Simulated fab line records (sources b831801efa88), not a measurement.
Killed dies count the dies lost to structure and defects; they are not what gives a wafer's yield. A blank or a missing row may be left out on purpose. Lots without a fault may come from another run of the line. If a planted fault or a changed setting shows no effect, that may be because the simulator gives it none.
Which tool was responsible? || flow gf180mcu || 14 lots, 42 wafers sampled, at 4 steps of a route of 602

## WHAT THE GAUGES SHOWED, per wafer
GF_POLY_GATE_CD_MEAS_18. Usual: cd nm 280.2 nm, standard deviation 1.4.
{"lot": "L185", "measured": "day 9 04:37", "on": "cd sem-02", "cd nm (nm)": "280.4 281.4 279.7", "flag": ""}
{"lot": "L187", "measured": "day 9 21:57", "on": "cd sem-02", "cd nm (nm)": "279.4 277.5 278.5", "flag": ""}
{"lot": "L188", "measured": "day 10 03:01", "on": "cd sem-01", "cd nm (nm)": "281.7 283.3 281.5", "flag": ""}
{"lot": "L190", "measured": "day 10 18:34", "on": "cd sem-02", "cd nm (nm)": "280.1 279.5 281.0", "flag": ""}
{"lot": "L191", "measured": "day 11 02:29", "on": "cd sem-02", "cd nm (nm)": "282.1 280.8 280.7", "flag": ""}
{"lot": "L192", "measured": "day 11 11:03", "on": "cd sem-01", "cd nm (nm)": "278.6 279.0 277.9", "flag": ""}
{"lot": "L193", "measured": "day 11 13:13", "on": "cd sem-02", "cd nm (nm)": "279.2 278.9 278.6", "flag": ""}
{"lot": "L194", "measured": "day 12 04:06", "on": "cd sem-01", "cd nm (nm)": "278.1 279.3 280.7", "flag": ""}
{"lot": "L195", "measured": "day 12 08:18", "on": "cd sem-02", "cd nm (nm)": "280.7 281.5 280.3", "flag": ""}
{"lot": "L196", "measured": "day 12 13:17", "on": "cd sem-01", "cd nm (nm)": "279.7 282.1 279.8", "flag": ""}
{"lot": "L197", "measured": "day 12 19:34", "on": "cd sem-02", "cd nm (nm)": "279.7 279.9 279.4", "flag": ""}
{"lot": "L198", "measured": "day 13 01:52", "on": "cd sem-01", "cd nm (nm)": "282.8 280.2 281.6", "flag": ""}
{"lot": "L200", "measured": "day 13 19:13", "on": "cd sem-01", "cd nm (nm)": "283.6 283.0 281.3", "flag": ""}
{"lot": "L203", "measured": "day 14 16:31", "on": "cd sem-01", "cd nm (nm)": "281.8 282.2 281.0", "flag": ""}

GF_HV_LDD_CD_MEAS_19 targets a cd of 400 nm. Usual: cd nm 400.2 nm, standard deviation 2.2.
{"lot": "L185", "measured": "day 10 15:09", "on": "cd sem-01", "cd nm (nm)": "399.7 400.6 399.3", "flag": ""}
{"lot": "L187", "measured": "day 11 10:01", "on": "cd sem-01", "cd nm (nm)": "399.8 401.0 398.8", "flag": ""}
{"lot": "L188", "measured": "day 11 15:23", "on": "cd sem-01", "cd nm (nm)": "400.1 398.2 400.0", "flag": ""}
{"lot": "L190", "measured": "day 12 06:57", "on": "cd sem-02", "cd nm (nm)": "399.2 396.1 400.3", "flag": ""}
{"lot": "L191", "measured": "day 12 16:54", "on": "cd sem-01", "cd nm (nm)": "398.9 399.0 398.5", "flag": ""}
{"lot": "L192", "measured": "day 13 02:19", "on": "cd sem-01", "cd nm (nm)": "400.7 399.7 397.4", "flag": ""}
{"lot": "L193", "measured": "day 13 03:33", "on": "cd sem-02", "cd nm (nm)": "406.2 406.8 404.0", "flag": ""}
{"lot": "L194", "measured": "day 13 19:25", "on": "cd sem-01", "cd nm (nm)": "398.6 400.1 399.9", "flag": ""}
{"lot": "L195", "measured": "day 14 00:25", "on": "cd sem-01", "cd nm (nm)": "400.1 398.0 398.0", "flag": ""}
{"lot": "L196", "measured": "day 14 05:08", "on": "cd sem-01", "cd nm (nm)": "400.0 399.6 402.9", "flag": ""}
{"lot": "L197", "measured": "day 14 12:26", "on": "cd sem-02", "cd nm (nm)": "398.6 400.6 400.0", "flag": ""}
{"lot": "L198", "measured": "day 14 18:19", "on": "cd sem-01", "cd nm (nm)": "398.9 400.2 400.9", "flag": ""}
{"lot": "L200", "measured": "day 15 12:25", "on": "cd sem-01", "cd nm (nm)": "406.0 406.3 405.8", "flag": ""}
{"lot": "L203", "measured": "day 16 11:53", "on": "cd sem-01", "cd nm (nm)": "398.5 395.5 396.3", "flag": ""}

GF_HV_LDD_CD_MEAS_31 targets a cd of 400 nm. Usual: cd nm 399.5 nm, standard deviation 2.6.
{"lot": "L185", "measured": "day 11 09:47", "on": "cd sem-01", "cd nm (nm)": "398.9 400.6 402.4", "flag": ""}
{"lot": "L187", "measured": "day 12 05:02", "on": "cd sem-02", "cd nm (nm)": "398.8 400.9 399.6", "flag": ""}
{"lot": "L188", "measured": "day 12 10:17", "on": "cd sem-01", "cd nm (nm)": "397.1 397.4 397.9", "flag": ""}
{"lot": "L190", "measured": "day 13 03:01", "on": "cd sem-02", "cd nm (nm)": "395.9 397.2 396.4", "flag": ""}
{"lot": "L191", "measured": "day 13 13:17", "on": "cd sem-01", "cd nm (nm)": "397.5 398.2 397.9", "flag": ""}
{"lot": "L192", "measured": "day 13 22:26", "on": "cd sem-02", "cd nm (nm)": "403.5 406.2 404.1", "flag": ""}
{"lot": "L193", "measured": "day 14 00:21", "on": "cd sem-02", "cd nm (nm)": "398.7 400.1 399.3", "flag": ""}
{"lot": "L194", "measured": "day 14 15:49", "on": "cd sem-02", "cd nm (nm)": "396.5 396.8 395.0", "flag": ""}
{"lot": "L195", "measured": "day 14 20:59", "on": "cd sem-02", "cd nm (nm)": "399.7 398.5 401.1", "flag": ""}
{"lot": "L196", "measured": "day 15 02:07", "on": "cd sem-01", "cd nm (nm)": "398.6 397.1 399.0", "flag": ""}
{"lot": "L197", "measured": "day 15 09:41", "on": "cd sem-01", "cd nm (nm)": "399.8 398.4 400.1", "flag": ""}
{"lot": "L198", "measured": "day 15 16:25", "on": "cd sem-01", "cd nm (nm)": "395.5 394.1 394.0", "flag": ""}
{"lot": "L200", "measured": "day 16 11:03", "on": "cd sem-01", "cd nm (nm)": "400.0 401.3 399.7", "flag": ""}
{"lot": "L203", "measured": "day 17 10:54", "on": "cd sem-01", "cd nm (nm)": "402.0 400.2 402.5", "flag": ""}

## WHAT TOOL EACH LOT RAN ON (gives the tool, then ch and the chambers of the sampled wafers, and finally the start)
{"lot": "L185", "GF_HV_LDD_DEVELOP_18": "litho track-01 ch 0, day 10 15:00"}
{"lot": "L187", "GF_HV_LDD_DEVELOP_18": "litho track-03 ch 0, day 11 09:50"}
{"lot": "L188", "GF_HV_LDD_DEVELOP_18": "litho track-03 ch 0, day 11 15:14"}
{"lot": "L190", "GF_HV_LDD_DEVELOP_18": "litho track-03 ch 0, day 12 06:48"}
{"lot": "L191", "GF_HV_LDD_DEVELOP_18": "litho track-01 ch 0, day 12 16:45"}
{"lot": "L192", "GF_HV_LDD_DEVELOP_18": "litho track-04 ch 0, day 13 02:11"}
{"lot": "L193", "GF_HV_LDD_DEVELOP_18": "litho track-03 ch 0, day 13 03:24"}
{"lot": "L194", "GF_HV_LDD_DEVELOP_18": "litho track-01 ch 0, day 13 19:16"}
{"lot": "L195", "GF_HV_LDD_DEVELOP_18": "litho track-01 ch 0, day 14 00:16"}
{"lot": "L196", "GF_HV_LDD_DEVELOP_18": "litho track-03 ch 0, day 14 04:59"}
{"lot": "L197", "GF_HV_LDD_DEVELOP_18": "litho track-03 ch 0, day 14 12:17"}
{"lot": "L198", "GF_HV_LDD_DEVELOP_18": "litho track-03 ch 0, day 14 18:10"}
{"lot": "L200", "GF_HV_LDD_DEVELOP_18": "litho track-03 ch 0, day 15 12:16"}
{"lot": "L203", "GF_HV_LDD_DEVELOP_18": "litho track-04 ch 0, day 16 11:44"}
- GF_HV_LDD_DEVELOP_18: develop time 60 s.

## WHAT THE TOOLS THEMSELVES READ (means of the sampled wafers that have a number; where no wafer has one, the mark that the record gives instead)
GF_HV_LDD_DEVELOP_18. Usual: chill plate temp C 23.00 C, standard deviation 0.11; developer temp C 23.01 C, standard deviation 0.095.
{"lot": "L185", "tool": "litho track-01", "chill plate temp C (C)": 23.08, "developer temp C (C)": 22.99, "flag": ""}
{"lot": "L187", "tool": "litho track-03", "chill plate temp C (C)": 22.96, "developer temp C (C)": 23.01, "flag": ""}
{"lot": "L188", "tool": "litho track-03", "chill plate temp C (C)": 23.00, "developer temp C (C)": 22.95, "flag": ""}
{"lot": "L190", "tool": "litho track-03", "chill plate temp C (C)": 22.91, "developer temp C (C)": 23.00, "flag": ""}
{"lot": "L191", "tool": "litho track-01", "chill plate temp C (C)": 22.91, "developer temp C (C)": 23.03, "flag": ""}
{"lot": "L192", "tool": "litho track-04", "chill plate temp C (C)": 22.91, "developer temp C (C)": 23.00, "flag": ""}
{"lot": "L193", "tool": "litho track-03", "chill plate temp C (C)": 23.04, "developer temp C (C)": 23.00, "flag": ""}
{"lot": "L194", "tool": "litho track-01", "chill plate temp C (C)": 23.01, "developer temp C (C)": 23.08, "flag": ""}
{"lot": "L195", "tool": "litho track-01", "chill plate temp C (C)": 23.00, "developer temp C (C)": 22.90, "flag": ""}
{"lot": "L196", "tool": "litho track-03", "chill plate temp C (C)": 23.08, "developer temp C (C)": 23.06, "flag": ""}
{"lot": "L197", "tool": "litho track-03", "chill plate temp C (C)": 23.05, "developer temp C (C)": 22.90, "flag": ""}
{"lot": "L198", "tool": "litho track-03", "chill plate temp C (C)": 23.08, "developer temp C (C)": 22.13, "flag": "OFF"}
{"lot": "L200", "tool": "litho track-03", "chill plate temp C (C)": 23.11, "developer temp C (C)": 21.99, "flag": "OFF"}
{"lot": "L203", "tool": "litho track-04", "chill plate temp C (C)": 22.92, "developer temp C (C)": 22.96, "flag": ""}

## THE ANSWER, worked out from the rows above alone
Rule: a lot counts as off when the mean over its wafers that have a number is more than 3 standard deviations away from the usual mean. A lot without any number at a reading at which 4 lots or more have one is off too. Where the step has rows for the other lots, those lots are counted as sound. After the gauges, taken in route order, come the tools' own readings; for these a lot's mean is taken, as printed above. At the first step where some lot is off, the reading lying furthest off is the one used; lots without a number count as furthest.
Off, at GF_HV_LDD_DEVELOP_18 on developer temp C: L198, L200.
A tool fits if, at that step or a process step before it, it ran every lot that is off, and no sound lot after the first of them. One candidate fits, namely litho track-03 at GF_HV_LDD_DEVELOP_18. Its last sound lot is L197 (day 14 12:17), its first lot that is off L198 (day 14 18:10): a fault that began between those two fits.
On the lots that are off, the tool's own readings at GF_HV_LDD_DEVELOP_18 differ by more than 5 times the standard deviation of the sound lots' means, which bears it out; developer temp C reads 22.06 C there versus 22.99 C on the sound lots.

## WHAT WAS PUT IN BY THE SIMULATOR
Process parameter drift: litho track-03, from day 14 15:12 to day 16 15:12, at GF_HV_LDD_DEVELOP_18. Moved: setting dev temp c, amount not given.
Lots struck among those shown: L198, L200. The same result came from the rule above.
